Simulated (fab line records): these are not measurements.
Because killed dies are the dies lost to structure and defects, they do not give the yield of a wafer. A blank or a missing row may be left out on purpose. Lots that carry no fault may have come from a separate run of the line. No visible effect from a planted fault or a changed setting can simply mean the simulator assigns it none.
Which of the tools did it? / flow gf180mcu / 39 wafers from 13 lots sampled at 5 of the route's 602 steps

WHAT THE GAUGES SHOWED, per wafer
GF_STI_BOW_MEAS_00. Usual: INCOMING_BOW typically reads 0 um, with standard deviation 6.3.
lot=L826; measured=day 1 15:00; on=film-metro-03; INCOMING_BOW (um)=9 -1 -6; flag=
lot=L827; measured=day 1 20:00; on=film-metro-03; INCOMING_BOW (um)=-8 -6 -7; flag=
lot=L829; measured=day 2 06:01; on=film-metro-02; INCOMING_BOW (um)=3 -9 4; flag=
lot=L833; measured=day 3 02:02; on=film-metro-02; INCOMING_BOW (um)=-3 -6 1; flag=
lot=L834; measured=day 3 07:00; on=film-metro-02; INCOMING_BOW (um)=3 6 3; flag=
lot=L835; measured=day 3 12:00; on=film-metro-03; INCOMING_BOW (um)=-3 -2 3; flag=
lot=L837; measured=day 3 22:02; on=film-metro-02; INCOMING_BOW (um)=2 -4 3; flag=
lot=L838; measured=day 4 03:00; on=film-metro-01; INCOMING_BOW (um)=5 -10 8; flag=
lot=L843; measured=day 5 04:04; on=film-metro-03; INCOMING_BOW (um)=3 -9 4; flag=
lot=L844; measured=day 5 09:00; on=film-metro-03; INCOMING_BOW (um)=7 -10 0; flag=
lot=L846; measured=day 5 19:04; on=film-metro-01; INCOMING_BOW (um)=5 7 -9; flag=
lot=L847; measured=day 6 00:01; on=film-metro-01; INCOMING_BOW (um)=-2 2 11; flag=
lot=L848; measured=day 6 05:00; on=film-metro-03; INCOMING_BOW (um)=2 1 -3; flag=

GF_HV_LDD_OVL_MEAS_47. Usual: HV_LDD_03_OVL typically reads -0.7 nm, with standard deviation 1.4.
lot=L826; measured=day 13 00:54; on=overlay-02; HV_LDD_03_OVL (nm)=0.4 -0.2 1.6; flag=
lot=L827; measured=day 13 02:48; on=overlay-02; HV_LDD_03_OVL (nm)=-1.0 0.3 0.9; flag=
lot=L829; measured=day 13 16:19; on=overlay-02; HV_LDD_03_OVL (nm)=-0.5 -1.5 -1.8; flag=
lot=L833; measured=day 14 20:34; on=overlay-02; HV_LDD_03_OVL (nm)=-3.3 -3.6 -3.4; flag=
lot=L834; measured=day 15 09:14; on=overlay-01; HV_LDD_03_OVL (nm)=0.4 -0.6 -0.7; flag=
lot=L835; measured=day 15 17:02; on=overlay-01; HV_LDD_03_OVL (nm)=1.3 0.8 -0.2; flag=
lot=L837; measured=day 16 11:43; on=overlay-01; HV_LDD_03_OVL (nm)=-2.6 -1.9 -2.2; flag=
lot=L838; measured=day 16 14:50; on=overlay-01; HV_LDD_03_OVL (nm)=-1.4 -1.2 0.0; flag=
lot=L843; measured=day 18 12:28; on=overlay-01; HV_LDD_03_OVL (nm)=-0.6 0.4 -2.2; flag=
lot=L844; measured=day 18 21:17; on=overlay-01; HV_LDD_03_OVL (nm)=-0.9 -1.2 -0.3; flag=
lot=L846; measured=day 19 07:45; on=overlay-01; HV_LDD_03_OVL (nm)=-1.6 -0.4 -2.3; flag=
lot=L847; measured=day 19 17:20; on=overlay-02; HV_LDD_03_OVL (nm)=-2.1 -2.6 -3.0; flag=
lot=L848; measured=day 20 00:54; on=overlay-02; HV_LDD_03_OVL (nm)=-1.8 -2.1 -0.8; flag=

GF_HV_LDD_RS_MEAS_53: uses a four-point probe to measure. Usual: HV_LDD_RS typically reads 418.6 ohm/sq, with standard deviation 1.
lot=L826; measured=day 13 01:27; on=film-metro-04; HV_LDD_RS (ohm/sq)=419.4 419.0 419.8; flag=
lot=L827; measured=day 13 03:19; on=film-metro-04; HV_LDD_RS (ohm/sq)=419.5 419.2 418.8; flag=
lot=L829; measured=day 13 16:47; on=film-metro-04; HV_LDD_RS (ohm/sq)=417.9 418.8 417.7; flag=
lot=L833; measured=day 14 21:04; on=film-metro-03; HV_LDD_RS (ohm/sq)=417.9 418.5 418.5; flag=
lot=L834; measured=day 15 09:42; on=film-metro-01; HV_LDD_RS (ohm/sq)=420.3 418.9 419.4; flag=
lot=L835; measured=day 15 17:29; on=film-metro-01; HV_LDD_RS (ohm/sq)=418.2 417.7 418.4; flag=
lot=L837; measured=day 16 12:16; on=film-metro-04; HV_LDD_RS (ohm/sq)=417.9 418.8 417.3; flag=
lot=L838; measured=day 16 15:18; on=film-metro-01; HV_LDD_RS (ohm/sq)=419.0 418.3 417.7; flag=
lot=L843; measured=day 18 12:59; on=film-metro-03; HV_LDD_RS (ohm/sq)=418.9 419.2 418.8; flag=
lot=L844; measured=day 18 21:45; on=film-metro-04; HV_LDD_RS (ohm/sq)=426.2 427.2 427.9; flag=OFF
lot=L846; measured=day 19 08:16; on=film-metro-01; HV_LDD_RS (ohm/sq)=425.3 426.2 425.2; flag=OFF
lot=L847; measured=day 19 17:49; on=film-metro-04; HV_LDD_RS (ohm/sq)=427.1 426.6 427.2; flag=OFF
lot=L848; measured=day 20 01:22; on=film-metro-04; HV_LDD_RS (ohm/sq)=418.7 419.3 418.4; flag=

EACH LOT AND THE TOOL THAT RAN IT (in order: tool; ch and the chambers of the sampled wafers; start)
lot=L826; GF_STI_CMP_25=cmp-02 ch 0,2,3, day 2 12:02; GF_HV_LDD_IMPLANT_09=implanter-03 ch 0, day 10 14:29
lot=L827; GF_STI_CMP_25=cmp-01 ch 0,1,3, day 2 17:38; GF_HV_LDD_IMPLANT_09=implanter-02 ch 0, day 10 17:25
lot=L829; GF_STI_CMP_25=cmp-02 ch 0,1,2, day 3 01:29; GF_HV_LDD_IMPLANT_09=implanter-03 ch 0, day 11 05:22
lot=L833; GF_STI_CMP_25=cmp-01 ch 0,3, day 3 20:56; GF_HV_LDD_IMPLANT_09=implanter-04 ch 0, day 12 07:50
lot=L834; GF_STI_CMP_25=cmp-01 ch 0,3, day 4 02:19; GF_HV_LDD_IMPLANT_09=implanter-04 ch 0, day 12 18:46
lot=L835; GF_STI_CMP_25=cmp-02 ch 0,1,2, day 4 09:31; GF_HV_LDD_IMPLANT_09=implanter-04 ch 0, day 13 01:49
lot=L837; GF_STI_CMP_25=cmp-02 ch 0,1,3, day 4 17:29; GF_HV_LDD_IMPLANT_09=implanter-03 ch 0, day 13 18:47
lot=L838; GF_STI_CMP_25=cmp-02 ch 1,2,3, day 4 22:55; GF_HV_LDD_IMPLANT_09=implanter-02 ch 0, day 13 20:56
lot=L843; GF_STI_CMP_25=cmp-01 ch 0,1, day 6 00:29; GF_HV_LDD_IMPLANT_09=implanter-04 ch 0, day 15 16:02
lot=L844; GF_STI_CMP_25=cmp-02 ch 0,1,2, day 6 07:17; GF_HV_LDD_IMPLANT_09=implanter-03 ch 0, day 15 23:46
lot=L846; GF_STI_CMP_25=cmp-01 ch 2,3, day 6 15:35; GF_HV_LDD_IMPLANT_09=implanter-03 ch 0, day 16 09:44
lot=L847; GF_STI_CMP_25=cmp-01 ch 2,3, day 6 20:59; GF_HV_LDD_IMPLANT_09=implanter-03 ch 0, day 16 18:35
lot=L848; GF_STI_CMP_25=cmp-02 ch 0,2,3, day 7 02:37; GF_HV_LDD_IMPLANT_09=implanter-02 ch 0, day 17 00:52
- GF_STI_CMP_25: polishes, stops on Si3N4, t overpolish 33 s, target thk 524.6 nm.
- GF_HV_LDD_IMPLANT_09

AS READ BY THE TOOLS THEMSELVES (means over the sampled wafers that have a number; for cases with no such wafer, the mark the record gives instead)
GF_STI_CMP_25. Usual: motor-current-A 12.6 A, standard deviation 1.8; overpolish-run-s 33.000 s, standard deviation 0.0093; time-to-endpoint-s 127 s, standard deviation 5.8.
lot=L826; tool=cmp-02; motor-current-A (A)=11.5; overpolish-run-s (s)=32.998; time-to-endpoint-s (s)=127; flag=
lot=L827; tool=cmp-01; motor-current-A (A)=14.2; overpolish-run-s (s)=32.996; time-to-endpoint-s (s)=125; flag=
lot=L829; tool=cmp-02; motor-current-A (A)=11.4; overpolish-run-s (s)=32.998; time-to-endpoint-s (s)=129; flag=
lot=L833; tool=cmp-01; motor-current-A (A)=12.9; overpolish-run-s (s)=32.996; time-to-endpoint-s (s)=131; flag=
lot=L834; tool=cmp-01; motor-current-A (A)=13.6; overpolish-run-s (s)=33.005; time-to-endpoint-s (s)=127; flag=
lot=L835; tool=cmp-02; motor-current-A (A)=11.3; overpolish-run-s (s)=33.002; time-to-endpoint-s (s)=131; flag=
lot=L837; tool=cmp-02; motor-current-A (A)=11.5; overpolish-run-s (s)=33.009; time-to-endpoint-s (s)=128; flag=
lot=L838; tool=cmp-02; motor-current-A (A)=12.8; overpolish-run-s (s)=32.995; time-to-endpoint-s (s)=129; flag=
lot=L843; tool=cmp-01; motor-current-A (A)=14.7; overpolish-run-s (s)=33.000; time-to-endpoint-s (s)=123; flag=
lot=L844; tool=cmp-02; motor-current-A (A)=11.7; overpolish-run-s (s)=33.000; time-to-endpoint-s (s)=135; flag=
lot=L846; tool=cmp-01; motor-current-A (A)=13.6; overpolish-run-s (s)=32.998; time-to-endpoint-s (s)=120; flag=
lot=L847; tool=cmp-01; motor-current-A (A)=13.1; overpolish-run-s (s)=33.004; time-to-endpoint-s (s)=123; flag=
lot=L848; tool=cmp-02; motor-current-A (A)=11.6; overpolish-run-s (s)=33.000; time-to-endpoint-s (s)=136; flag=

GF_HV_LDD_IMPLANT_09. Usual: beam-energy-keV 40.000, standard deviation 0.012; dose-ions-cm2 1e+14, standard deviation 1e+11; tilt-deg 7.000 degrees, standard deviation 0.017.
lot=L826; tool=implanter-03; beam-energy-keV=40.003; dose-ions-cm2=1e+14; tilt-deg (degrees)=7.002; flag=
lot=L827; tool=implanter-02; beam-energy-keV=39.989; dose-ions-cm2=1e+14; tilt-deg (degrees)=6.975; flag=
lot=L829; tool=implanter-03; beam-energy-keV=40.009; dose-ions-cm2=1e+14; tilt-deg (degrees)=7.008; flag=
lot=L833; tool=implanter-04; beam-energy-keV=39.988; dose-ions-cm2=1e+14; tilt-deg (degrees)=7.023; flag=
lot=L834; tool=implanter-04; beam-energy-keV=40.005; dose-ions-cm2=1e+14; tilt-deg (degrees)=6.994; flag=
lot=L835; tool=implanter-04; beam-energy-keV=40.002; dose-ions-cm2=1e+14; tilt-deg (degrees)=7.028; flag=
lot=L837; tool=implanter-03; beam-energy-keV=39.992; dose-ions-cm2=1e+14; tilt-deg (degrees)=6.998; flag=
lot=L838; tool=implanter-02; beam-energy-keV=40.001; dose-ions-cm2=1e+14; tilt-deg (degrees)=7.014; flag=
lot=L843; tool=implanter-04; beam-energy-keV=40.012; dose-ions-cm2=1e+14; tilt-deg (degrees)=6.972; flag=
lot=L844; tool=implanter-03; beam-energy-keV=40.017; dose-ions-cm2=1e+14; tilt-deg (degrees)=7.002; flag=
lot=L846; tool=implanter-03; beam-energy-keV=40.005; dose-ions-cm2=1e+14; tilt-deg (degrees)=7.000; flag=
lot=L847; tool=implanter-03; beam-energy-keV=40.018; dose-ions-cm2=1e+14; tilt-deg (degrees)=6.993; flag=
lot=L848; tool=implanter-02; beam-energy-keV=39.977; dose-ions-cm2=1e+14; tilt-deg (degrees)=6.981; flag=

THE ANSWER, worked out from the rows above alone
Rule: a lot is off if the mean of its wafers that have a number lies more than 3 standard deviations from the usual mean. Also off: a lot with no number at a reading for which 4 or more lots have one. The other lots that the step has rows for count as sound. The gauges are gone through in route order, then the tools' own readings, and for those a lot's mean is taken as printed above. At the first step where some lot is off, the reading lying furthest off is the one used; lots without a number count as furthest.
Off: L844, L846, L847, at GF_HV_LDD_RS_MEAS_53 (HV_LDD_RS).
A tool fits if, at a process step before that reading, it ran every lot that is off, and no sound lot after the first of them. Those tools and the gauges at GF_HV_LDD_RS_MEAS_53 are tried in the same way. One candidate fits, namely implanter-03 at GF_HV_LDD_IMPLANT_09. Its last sound lot is L837 (day 13 18:47), its first lot that is off L844 (day 15 23:46): a fault that began between those two fits.

WHAT THE SIMULATOR PUT IN
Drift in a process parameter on implanter-03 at GF_HV_LDD_IMPLANT_09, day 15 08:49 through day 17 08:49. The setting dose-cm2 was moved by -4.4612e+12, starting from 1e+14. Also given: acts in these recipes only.
Struck lots among those shown: L844, L846, L847. Same finding as the rule above.
